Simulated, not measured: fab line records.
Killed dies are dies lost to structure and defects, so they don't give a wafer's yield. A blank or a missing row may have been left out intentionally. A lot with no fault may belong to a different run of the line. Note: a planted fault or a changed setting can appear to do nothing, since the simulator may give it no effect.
Which tool is to blame? / flow gf180mcu / 18 wafers from 6 lots sampled at 3 of the route's 602 steps

== WHAT THE GAUGES READ, wafer by wafer ==
GF_V4_THK_MEAS_03.
lot=L646; measured=day 23 10:40; on=film-metro-01; V4_CVD_02_THK (nm)=851 863 876
lot=L648; measured=day 25 01:32; on=film-metro-04; V4_CVD_02_THK (nm)=869 869 870
lot=L654; measured=day 26 17:37; on=film-metro-03; V4_CVD_02_THK (nm)=0 0 0
lot=L661; measured=day 28 19:37; on=film-metro-01; V4_CVD_02_THK (nm)=849 850 841
lot=L663; measured=day 29 07:07; on=film-metro-01; V4_CVD_02_THK (nm)=853 842 862
lot=L665; measured=day 29 19:55; on=film-metro-03; V4_CVD_02_THK (nm)=852 849 852

== WHAT TOOL EACH LOT RAN ON (gives the tool, then ch and the chambers of the sampled wafers, and finally the start) ==
lot=L646; GF_M4_SPUTTER_01=pvd-sputter-03, day 22 10:32; GF_V4_CVD_02=pecvd-03 ch 0,1, day 23 10:35
lot=L648; GF_M4_SPUTTER_01=pvd-sputter-03, day 24 03:54; GF_V4_CVD_02=pecvd-02 ch 0,1,2, day 25 01:28
lot=L654; GF_M4_SPUTTER_01=pvd-sputter-01, day 25 20:04; GF_V4_CVD_02=pecvd-02 ch 0,1,2, day 26 17:32
lot=L661; GF_M4_SPUTTER_01=pvd-sputter-01, day 27 23:41; GF_V4_CVD_02=pecvd-01 ch 0,1,2, day 28 19:33
lot=L663; GF_M4_SPUTTER_01=pvd-sputter-03, day 28 10:31; GF_V4_CVD_02=pecvd-03 ch 0,1, day 29 07:01
lot=L665; GF_M4_SPUTTER_01=pvd-sputter-01, day 29 00:22; GF_V4_CVD_02=pecvd-03 ch 1, day 29 19:44
- GF_M4_SPUTTER_01: material TiN, target thk 30 nm, time 25 s.
- GF_V4_CVD_02: deposits SiO2 from TEOS, target thk 850 nm, time 94.851 s.

== THE ANSWER, worked out from the rows above alone ==
Rule: the usual values come from the lots themselves. Put in order of their means at a reading, lots are off if they are a third of the lots or fewer, leave a main group of 4 or more, and stand apart from it by a gap of 3 or more times the standard deviation of the main group's means; of several such gaps the widest counts. A main group is skipped when, at the precision printed for the reading in the tables above, its means are all equal. A lot without any number at a reading at which 4 lots or more have one is off too. Where the step has rows for the other lots, those lots are counted as sound.
Off: L654, seen at GF_V4_THK_MEAS_03 (V4_CVD_02_THK). The main group: mean 857 nm, standard deviation 8.4.
If a tool, at a process step before that reading, ran all the lots that are off and no sound lot after the first of them, it fits. Those tools and the gauges at GF_V4_THK_MEAS_03 are tried in the same way. One candidate fits, namely pecvd-02 at GF_V4_CVD_02. Its last sound lot is L648 (day 25 01:28), its first lot that is off L654 (day 26 17:32): a fault that began between those two fits.

== WHAT THE SIMULATOR HAD PUT IN ==
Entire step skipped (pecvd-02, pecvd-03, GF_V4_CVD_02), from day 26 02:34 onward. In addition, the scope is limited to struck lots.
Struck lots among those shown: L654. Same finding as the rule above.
